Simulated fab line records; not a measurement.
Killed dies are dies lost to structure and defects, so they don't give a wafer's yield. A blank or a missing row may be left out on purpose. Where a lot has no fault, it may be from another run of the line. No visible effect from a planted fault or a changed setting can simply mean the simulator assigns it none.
Which tool was responsible? :: flow sky130 :: 42 wafers from 14 lots sampled at 6 of the route's 708 steps

## WHAT THE GAUGES READ, wafer by wafer
SKY_FIELD_ISO_BOW_MEAS_00. Usual: INCOMING_BOW gives 1 um (standard deviation 6.5).
lot: L140
measured: day 1 20:01
on: film metro-01
INCOMING_BOW (um): -11 -2 3
flag: 

lot: L141
measured: day 2 01:00
on: film metro-01
INCOMING_BOW (um): -4 -7 1
flag: 

lot: L142
measured: day 2 06:00
on: film metro-01
INCOMING_BOW (um): 6 -4 1
flag: 

lot: L143
measured: day 2 11:00
on: film metro-03
INCOMING_BOW (um): -5 11 5
flag: 

lot: L145
measured: day 2 21:02
on: film metro-02
INCOMING_BOW (um): 3 5 6
flag: 

lot: L146
measured: day 3 02:00
on: film metro-02
INCOMING_BOW (um): 13 -7 7
flag: 

lot: L149
measured: day 3 17:00
on: film metro-03
INCOMING_BOW (um): 10 -4 0
flag: 

lot: L150
measured: day 3 22:01
on: film metro-02
INCOMING_BOW (um): 11 -3 6
flag: 

lot: L151
measured: day 4 03:00
on: film metro-01
INCOMING_BOW (um): 1 -1 8
flag: 

lot: L152
measured: day 4 08:00
on: film metro-01
INCOMING_BOW (um): 9 4 -8
flag: 

lot: L157
measured: day 5 09:00
on: film metro-01
INCOMING_BOW (um): 10 -9 8
flag: 

lot: L158
measured: day 5 14:01
on: film metro-02
INCOMING_BOW (um): 7 8 8
flag: 

lot: L159
measured: day 5 19:02
on: film metro-01
INCOMING_BOW (um): -10 -12 -4
flag: 

lot: L161
measured: day 6 05:00
on: film metro-01
INCOMING_BOW (um): 5 4 -3
flag: 

SKY_VT_ADJUST_PCH_OVL_MEAS_07. Usual: VT_ADJUST_PCH_OVL gives 0.5 nm (standard deviation 1.3).
lot: L140
measured: day 10 23:26
on: overlay-01
VT_ADJUST_PCH_OVL (nm): 1.6 1.4 1.3
flag: 

lot: L141
measured: day 11 05:32
on: overlay-01
VT_ADJUST_PCH_OVL (nm): 2.1 1.8 0.7
flag: 

lot: L142
measured: day 11 12:41
on: overlay-01
VT_ADJUST_PCH_OVL (nm): -0.7 0.5 0.0
flag: 

lot: L143
measured: day 12 01:01
on: overlay-02
VT_ADJUST_PCH_OVL (nm): -2.2 -3.2 -1.4
flag: 

lot: L145
measured: day 12 06:57
on: overlay-01
VT_ADJUST_PCH_OVL (nm): -0.7 0.0 -1.4
flag: 

lot: L146
measured: day 12 14:52
on: overlay-01
VT_ADJUST_PCH_OVL (nm): 2.3 0.4 0.1
flag: 

lot: L149
measured: day 13 17:32
on: overlay-02
VT_ADJUST_PCH_OVL (nm): - - -
flag: OFF

lot: L150
measured: day 14 01:20
on: overlay-02
VT_ADJUST_PCH_OVL (nm): - - -
flag: OFF

lot: L151
measured: day 14 04:52
on: overlay-02
VT_ADJUST_PCH_OVL (nm): -0.6 -0.4 -0.4
flag: 

lot: L152
measured: day 14 15:11
on: overlay-01
VT_ADJUST_PCH_OVL (nm): 3.0 -1.5 1.6
flag: 

lot: L157
measured: day 17 01:59
on: overlay-02
VT_ADJUST_PCH_OVL (nm): 1.4 1.3 0.4
flag: 

lot: L158
measured: day 17 11:17
on: overlay-02
VT_ADJUST_PCH_OVL (nm): -1.6 0.0 1.6
flag: 

lot: L159
measured: day 17 08:09
on: overlay-02
VT_ADJUST_PCH_OVL (nm): 0.6 1.1 0.1
flag: 

lot: L161
measured: day 17 18:41
on: overlay-02
VT_ADJUST_PCH_OVL (nm): 1.0 0.7 1.7
flag: 

SKY_SONOS_TUNNEL_TW_MEAS_12. Usual: SONOS_TUNNEL_TW gives 198.0 (standard deviation 2.4).
lot: L140
measured: day 11 23:30
on: film metro-01
SONOS_TUNNEL_TW: 199.0 199.7 198.2
flag: 

lot: L141
measured: day 12 06:09
on: film metro-04
SONOS_TUNNEL_TW: 196.0 195.0 194.3
flag: 

lot: L142
measured: day 12 13:19
on: film metro-01
SONOS_TUNNEL_TW: 198.0 198.6 198.6
flag: 

lot: L143
measured: day 13 02:37
on: film metro-01
SONOS_TUNNEL_TW: 200.2 201.1 200.4
flag: 

lot: L145
measured: day 13 08:30
on: film metro-02
SONOS_TUNNEL_TW: 201.3 201.6 200.8
flag: 

lot: L146
measured: day 13 16:56
on: film metro-01
SONOS_TUNNEL_TW: 198.9 199.6 200.5
flag: 

lot: L149
measured: day 14 20:00
on: film metro-02
SONOS_TUNNEL_TW: 216.9 215.7 215.7
flag: OFF

lot: L150
measured: day 15 05:19
on: film metro-04
SONOS_TUNNEL_TW: 209.1 209.7 208.6
flag: OFF

lot: L151
measured: day 15 08:22
on: film metro-01
SONOS_TUNNEL_TW: 200.0 198.3 198.4
flag: 

lot: L152
measured: day 15 18:47
on: film metro-01
SONOS_TUNNEL_TW: 199.1 198.1 197.6
flag: 

lot: L157
measured: day 18 08:37
on: film metro-02
SONOS_TUNNEL_TW: 200.3 200.2 200.4
flag: 

lot: L158
measured: day 18 17:01
on: film metro-04
SONOS_TUNNEL_TW: 194.5 195.5 194.5
flag: 

lot: L159
measured: day 18 14:08
on: film metro-01
SONOS_TUNNEL_TW: 198.8 198.5 198.4
flag: 

lot: L161
measured: day 19 00:30
on: film metro-01
SONOS_TUNNEL_TW: 197.5 198.9 197.7
flag: 

SKY_SONOS_ONO_THK_MEAS_03. Usual: SONOS_ONO_CVD_02_THK gives 10.38 nm (standard deviation 0.15).
lot: L140
measured: day 12 05:37
on: film metro-02
SONOS_ONO_CVD_02_THK (nm): 10.59 10.64 10.74
flag: 

lot: L141
measured: day 12 14:11
on: film metro-02
SONOS_ONO_CVD_02_THK (nm): 10.32 10.25 10.35
flag: 

lot: L142
measured: day 12 17:01
on: film metro-01
SONOS_ONO_CVD_02_THK (nm): 10.34 10.47 10.38
flag: 

lot: L143
measured: day 13 09:12
on: film metro-02
SONOS_ONO_CVD_02_THK (nm): 10.50 10.29 10.35
flag: 

lot: L145
measured: day 13 20:45
on: film metro-01
SONOS_ONO_CVD_02_THK (nm): 10.35 10.22 10.27
flag: 

lot: L146
measured: day 13 20:44
on: film metro-03
SONOS_ONO_CVD_02_THK (nm): 10.43 10.43 10.42
flag: 

lot: L149
measured: day 15 00:36
on: film metro-03
SONOS_ONO_CVD_02_THK (nm): 10.45 10.39 10.47
flag: 

lot: L150
measured: day 15 10:41
on: film metro-01
SONOS_ONO_CVD_02_THK (nm): 10.55 10.51 10.58
flag: 

lot: L151
measured: day 15 11:50
on: film metro-03
SONOS_ONO_CVD_02_THK (nm): 10.38 10.41 10.64
flag: 

lot: L152
measured: day 16 02:02
on: film metro-01
SONOS_ONO_CVD_02_THK (nm): 10.58 10.38 10.48
flag: 

lot: L157
measured: day 18 14:30
on: film metro-01
SONOS_ONO_CVD_02_THK (nm): 10.42 10.50 10.58
flag: 

lot: L158
measured: day 18 21:09
on: film metro-03
SONOS_ONO_CVD_02_THK (nm): 10.05 10.14 10.14
flag: 

lot: L159
measured: day 18 20:07
on: film metro-03
SONOS_ONO_CVD_02_THK (nm): 10.56 10.58 10.60
flag: 

lot: L161
measured: day 19 03:53
on: film metro-01
SONOS_ONO_CVD_02_THK (nm): 10.36 10.18 10.12
flag: 

SKY_POLY_GATE_THK_MEAS_04. Usual: POLY_GATE_CVD_03_THK gives 74.8 nm (standard deviation 0.63).
lot: L140
measured: day 16 00:29
on: film metro-04
POLY_GATE_CVD_03_THK (nm): 75.1 75.3 75.7
flag: 

lot: L141
measured: day 16 07:17
on: film metro-04
POLY_GATE_CVD_03_THK (nm): 74.3 73.9 74.3
flag: 

lot: L142
measured: day 16 12:47
on: film metro-04
POLY_GATE_CVD_03_THK (nm): 74.2 74.5 74.4
flag: 

lot: L143
measured: day 17 02:08
on: film metro-03
POLY_GATE_CVD_03_THK (nm): 75.2 75.4 75.9
flag: 

lot: L145
measured: day 17 18:07
on: film metro-03
POLY_GATE_CVD_03_THK (nm): 76.1 75.9 76.2
flag: 

lot: L146
measured: day 17 19:28
on: film metro-02
POLY_GATE_CVD_03_THK (nm): 75.5 75.1 75.4
flag: 

lot: L149
measured: day 19 00:17
on: film metro-02
POLY_GATE_CVD_03_THK (nm): 75.9 74.8 76.0
flag: 

lot: L150
measured: day 19 11:16
on: film metro-04
POLY_GATE_CVD_03_THK (nm): 74.3 74.7 74.6
flag: 

lot: L151
measured: day 19 09:53
on: film metro-02
POLY_GATE_CVD_03_THK (nm): 74.9 74.5 73.5
flag: 

lot: L152
measured: day 20 04:51
on: film metro-03
POLY_GATE_CVD_03_THK (nm): 74.3 74.0 74.3
flag: 

lot: L157
measured: day 22 19:11
on: film metro-03
POLY_GATE_CVD_03_THK (nm): 75.0 74.6 75.0
flag: 

lot: L158
measured: day 23 06:06
on: film metro-03
POLY_GATE_CVD_03_THK (nm): 73.4 74.5 74.6
flag: 

lot: L159
measured: day 23 01:22
on: film metro-02
POLY_GATE_CVD_03_THK (nm): 74.7 74.2 74.7
flag: 

lot: L161
measured: day 23 09:21
on: film metro-04
POLY_GATE_CVD_03_THK (nm): 73.2 74.1 74.1
flag: 

## WHICH TOOL RAN EACH LOT (tool, then ch and the chambers of the sampled wafers, then the start)
lot: L140
SKY_VT_ADJUST_PCH_COAT_02: litho track-03 ch 0, day 10 11:03

lot: L141
SKY_VT_ADJUST_PCH_COAT_02: litho track-02 ch 0, day 10 17:47

lot: L142
SKY_VT_ADJUST_PCH_COAT_02: litho track-03 ch 0, day 11 00:43

lot: L143
SKY_VT_ADJUST_PCH_COAT_02: litho track-03 ch 0, day 11 12:28

lot: L145
SKY_VT_ADJUST_PCH_COAT_02: litho track-03 ch 0, day 11 19:55

lot: L146
SKY_VT_ADJUST_PCH_COAT_02: litho track-04 ch 0, day 12 02:32

lot: L149
SKY_VT_ADJUST_PCH_COAT_02: litho track-02, day 13 05:08

lot: L150
SKY_VT_ADJUST_PCH_COAT_02: litho track-03, day 13 11:51

lot: L151
SKY_VT_ADJUST_PCH_COAT_02: litho track-02 ch 0, day 13 16:17

lot: L152
SKY_VT_ADJUST_PCH_COAT_02: litho track-03 ch 0, day 14 01:55

lot: L157
SKY_VT_ADJUST_PCH_COAT_02: litho track-02 ch 0, day 16 11:17

lot: L158
SKY_VT_ADJUST_PCH_COAT_02: litho track-03 ch 0, day 16 19:42

lot: L159
SKY_VT_ADJUST_PCH_COAT_02: litho track-02 ch 0, day 16 17:32

lot: L161
SKY_VT_ADJUST_PCH_COAT_02: litho track-04 ch 0, day 17 03:50
- SKY_VT_ADJUST_PCH_COAT_02: resist thk 3000 nm.

## WHAT THE TOOLS THEMSELVES READ (means of the sampled wafers that have a number; where no wafer has one, the mark that the record gives instead)
SKY_VT_ADJUST_PCH_COAT_02. Usual: chill plate temp C 23.01 C, standard deviation 0.11; dispense pressure kPa 49.1 kPa, standard deviation 0.53.
lot: L140
tool: litho track-03
chill plate temp C (C): 22.91
dispense pressure kPa (kPa): 49.5
flag: 

lot: L141
tool: litho track-02
chill plate temp C (C): 23.19
dispense pressure kPa (kPa): 49.2
flag: 

lot: L142
tool: litho track-03
chill plate temp C (C): 23.05
dispense pressure kPa (kPa): 49.5
flag: 

lot: L143
tool: litho track-03
chill plate temp C (C): 22.93
dispense pressure kPa (kPa): 49.5
flag: 

lot: L145
tool: litho track-03
chill plate temp C (C): 23.14
dispense pressure kPa (kPa): 49.5
flag: 

lot: L146
tool: litho track-04
chill plate temp C (C): 22.86
dispense pressure kPa (kPa): 48.2
flag: 

lot: L149
tool: litho track-02
chill plate temp C (C): -
dispense pressure kPa (kPa): -
flag: OFF

lot: L150
tool: litho track-03
chill plate temp C (C): -
dispense pressure kPa (kPa): -
flag: OFF

lot: L151
tool: litho track-02
chill plate temp C (C): 22.99
dispense pressure kPa (kPa): 49.2
flag: 

lot: L152
tool: litho track-03
chill plate temp C (C): 22.78
dispense pressure kPa (kPa): 49.5
flag: 

lot: L157
tool: litho track-02
chill plate temp C (C): 23.08
dispense pressure kPa (kPa): 49.2
flag: 

lot: L158
tool: litho track-03
chill plate temp C (C): 23.16
dispense pressure kPa (kPa): 49.5
flag: 

lot: L159
tool: litho track-02
chill plate temp C (C): 23.09
dispense pressure kPa (kPa): 49.2
flag: 

lot: L161
tool: litho track-04
chill plate temp C (C): 23.01
dispense pressure kPa (kPa): 48.1
flag: 

## THE ANSWER, worked out from the rows above alone
Rule: lot off if the mean of its wafers having a number is beyond 3 standard deviations from the usual mean. Also off: a lot with no number at a reading for which 4 or more lots have one. The other lots that the step has rows for count as sound. First the gauges in route order, then the tools' own readings, where a lot's mean is used as printed above. The first step at which some lot is off is used, and at that step the reading that is off furthest; a lot without a number counts as furthest.
Off: L149, L150, at SKY_VT_ADJUST_PCH_OVL_MEAS_07 (VT_ADJUST_PCH_OVL). Without a number there: L149, L150.
A tool fits if, at a process step before that reading, it ran every lot that is off, and no sound lot after the first of them. Not tried: the gauges at SKY_VT_ADJUST_PCH_OVL_MEAS_07; whatever is off there is also off at SKY_SONOS_TUNNEL_TW_MEAS_12, on other tools, and gauge error can't account for it. No candidate that was tried fits.

## WHAT HAD BEEN PUT IN BY THE SIMULATOR
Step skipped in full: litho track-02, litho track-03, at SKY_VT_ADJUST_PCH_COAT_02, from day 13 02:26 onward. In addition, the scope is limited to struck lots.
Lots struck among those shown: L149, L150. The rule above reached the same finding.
